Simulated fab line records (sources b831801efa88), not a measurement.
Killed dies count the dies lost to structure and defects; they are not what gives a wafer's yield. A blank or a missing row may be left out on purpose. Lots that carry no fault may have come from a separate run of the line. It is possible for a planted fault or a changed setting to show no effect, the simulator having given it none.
Matching of chambers :: flow sky130 :: SKY_VIA2_CMP_02 on cmp-01 has 4 sister chambers
The step polishes SiO2. 27 wafers are shown with their chamber, then 12 later ones without.

== WAFERS, EACH WITH ITS CHAMBER ==
wafer: L075.3
chamber: 1
motor_current_A (A): 10.8
slurry_filter_dp_kPa (kPa): 13.62
retaining_ring_pressure_frac: 1.004

wafer: L075.4
chamber: 2
motor_current_A (A): 14.7
slurry_filter_dp_kPa (kPa): 13.61
retaining_ring_pressure_frac: 0.996

wafer: L075.6
chamber: 1
motor_current_A (A): 10.5
slurry_filter_dp_kPa (kPa): 13.48
retaining_ring_pressure_frac: 0.999

wafer: L076.1
chamber: 1
motor_current_A (A): 10.4
slurry_filter_dp_kPa (kPa): 13.33
retaining_ring_pressure_frac: 0.998

wafer: L076.5
chamber: 2
motor_current_A (A): 14.6
slurry_filter_dp_kPa (kPa): 13.40
retaining_ring_pressure_frac: 1.003

wafer: L076.6
chamber: 3
motor_current_A (A): 11.7
slurry_filter_dp_kPa (kPa): 13.59
retaining_ring_pressure_frac: 0.999

wafer: L078.2
chamber: 3
motor_current_A (A): 12.2
slurry_filter_dp_kPa (kPa): 13.60
retaining_ring_pressure_frac: 1.011

wafer: L078.3
chamber: 0
motor_current_A (A): 11.4
slurry_filter_dp_kPa (kPa): 13.45
retaining_ring_pressure_frac: 0.995

wafer: L078.5
chamber: 1
motor_current_A (A): 10.8
slurry_filter_dp_kPa (kPa): 13.80
retaining_ring_pressure_frac: 1.000

wafer: L079.2
chamber: 3
motor_current_A (A): 11.8
slurry_filter_dp_kPa (kPa): 13.61
retaining_ring_pressure_frac: 0.992

wafer: L079.3
chamber: 1
motor_current_A (A): 10.3
slurry_filter_dp_kPa (kPa): 13.45
retaining_ring_pressure_frac: 1.003

wafer: L079.5
chamber: 0
motor_current_A (A): 11.1
slurry_filter_dp_kPa (kPa): 13.73
retaining_ring_pressure_frac: 0.990

wafer: L080.2
chamber: 2
motor_current_A (A): 13.6
slurry_filter_dp_kPa (kPa): 13.27
retaining_ring_pressure_frac: 1.003

wafer: L080.3
chamber: 3
motor_current_A (A): 12.2
slurry_filter_dp_kPa (kPa): 13.67
retaining_ring_pressure_frac: 1.000

wafer: L080.6
chamber: 3
motor_current_A (A): 13.2
slurry_filter_dp_kPa (kPa): 13.56
retaining_ring_pressure_frac: 0.990

wafer: L082.2
chamber: 2
motor_current_A (A): 14.5
slurry_filter_dp_kPa (kPa): 13.59
retaining_ring_pressure_frac: 1.004

wafer: L082.3
chamber: 0
motor_current_A (A): 11.3
slurry_filter_dp_kPa (kPa): 13.39
retaining_ring_pressure_frac: 1.000

wafer: L082.5
chamber: 0
motor_current_A (A): 10.6
slurry_filter_dp_kPa (kPa): 13.44
retaining_ring_pressure_frac: 1.001

wafer: L083.2
chamber: 0
motor_current_A (A): 11.5
slurry_filter_dp_kPa (kPa): 13.62
retaining_ring_pressure_frac: 1.007

wafer: L083.4
chamber: 1
motor_current_A (A): 10.2
slurry_filter_dp_kPa (kPa): 13.61
retaining_ring_pressure_frac: 0.996

wafer: L083.5
chamber: 3
motor_current_A (A): 12.4
slurry_filter_dp_kPa (kPa): 13.58
retaining_ring_pressure_frac: 0.997

wafer: L081.1
chamber: 0
motor_current_A (A): 11.7
slurry_filter_dp_kPa (kPa): 13.20
retaining_ring_pressure_frac: 0.998

wafer: L081.5
chamber: 1
motor_current_A (A): 10.6
slurry_filter_dp_kPa (kPa): 13.29
retaining_ring_pressure_frac: 1.004

wafer: L081.6
chamber: 2
motor_current_A (A): 13.8
slurry_filter_dp_kPa (kPa): 13.64
retaining_ring_pressure_frac: 1.000

wafer: L087.4
chamber: 1
motor_current_A (A): 10.7
slurry_filter_dp_kPa (kPa): 13.31
retaining_ring_pressure_frac: 0.996

wafer: L087.5
chamber: 0
motor_current_A (A): 12.1
slurry_filter_dp_kPa (kPa): 13.60
retaining_ring_pressure_frac: 1.000

wafer: L087.6
chamber: 1
motor_current_A (A): 11.2
slurry_filter_dp_kPa (kPa): 13.33
retaining_ring_pressure_frac: 0.995

SIGNATURES (averages over the wafers above)
reading: motor_current_A
chamber 0: 11.386
chamber 1: 10.611
chamber 2: 14.240
chamber 3: 12.250
scatter within a chamber: 0.444

reading: slurry_filter_dp_kPa
chamber 0: 13.4900
chamber 1: 13.4689
chamber 2: 13.5020
chamber 3: 13.6017
scatter within a chamber: 0.154

reading: retaining_ring_pressure_frac
chamber 0: 0.99871
chamber 1: 0.99944
chamber 2: 1.00120
chamber 3: 0.99817
scatter within a chamber: 0.00504
Rule: for each reading, subtract the chamber's mean from the wafer's reading, divide by that reading's scatter and square the result; add these up over the readings and take the root, which gives the wafer's distance from the chamber. If the next closest chamber is less than 2 further off than the closest, the wafer can't be placed; otherwise it belongs to the closest. How the scatter is found: for the shown wafers, subtract from each reading the mean of its chamber, square and add these, divide the total by (wafers less chambers), then take the root.

== WAFERS WITH NO CHAMBER GIVEN ==
wafer: L089.1
motor_current_A (A): 11.0
slurry_filter_dp_kPa (kPa): 13.53
retaining_ring_pressure_frac: 1.004

wafer: L089.3
motor_current_A (A): 11.1
slurry_filter_dp_kPa (kPa): 13.42
retaining_ring_pressure_frac: 0.997

wafer: L089.6
motor_current_A (A): 14.3
slurry_filter_dp_kPa (kPa): 13.38
retaining_ring_pressure_frac: 1.009

wafer: L090.2
motor_current_A (A): 13.1
slurry_filter_dp_kPa (kPa): 13.33
retaining_ring_pressure_frac: 0.998

wafer: L090.4
motor_current_A (A): 11.0
slurry_filter_dp_kPa (kPa): 13.75
retaining_ring_pressure_frac: 0.992

wafer: L090.5
motor_current_A (A): 11.0
slurry_filter_dp_kPa (kPa): 13.40
retaining_ring_pressure_frac: 1.004

wafer: L091.1
motor_current_A (A): 14.7
slurry_filter_dp_kPa (kPa): 13.50
retaining_ring_pressure_frac: 0.997

wafer: L091.3
motor_current_A (A): 12.2
slurry_filter_dp_kPa (kPa): 13.39
retaining_ring_pressure_frac: 0.999

wafer: L091.4
motor_current_A (A): 11.4
slurry_filter_dp_kPa (kPa): 13.32
retaining_ring_pressure_frac: 1.014

wafer: L095.1
motor_current_A (A): 11.2
slurry_filter_dp_kPa (kPa): 13.36
retaining_ring_pressure_frac: 1.003

wafer: L095.3
motor_current_A (A): 11.5
slurry_filter_dp_kPa (kPa): 13.09
retaining_ring_pressure_frac: 1.000

wafer: L095.5
motor_current_A (A): 10.8
slurry_filter_dp_kPa (kPa): 13.58
retaining_ring_pressure_frac: 1.002

== THE CHAMBER EACH PASSED THROUGH ==
wafer: L089.1
from the rows above: can't be placed: 1 or 0 or 3
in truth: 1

wafer: L089.3
from the rows above: can't be placed: 0 or 1 or 3
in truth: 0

wafer: L089.6
from the rows above: 2
in truth: 2

wafer: L090.2
from the rows above: can't be placed: 3 or 2 or 0
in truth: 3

wafer: L090.4
from the rows above: can't be placed: 0 or 1 or 3
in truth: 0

wafer: L090.5
from the rows above: can't be placed: 1 or 0 or 3
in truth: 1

wafer: L091.1
from the rows above: 2
in truth: 2

wafer: L091.3
from the rows above: can't be placed: 3 or 0
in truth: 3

wafer: L091.4
from the rows above: can't be placed: 0 or 1 or 3
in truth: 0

wafer: L095.1
from the rows above: can't be placed: 0 or 1 or 3
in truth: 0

wafer: L095.3
from the rows above: can't be placed: 0 or 1 or 3
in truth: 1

wafer: L095.5
from the rows above: can't be placed: 1 or 0
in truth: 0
Placed correctly: 2 of 12. Cannot be placed on the basis of these rows: 10; the candidates contain the true chamber in 10. Number placed wrongly: 0.
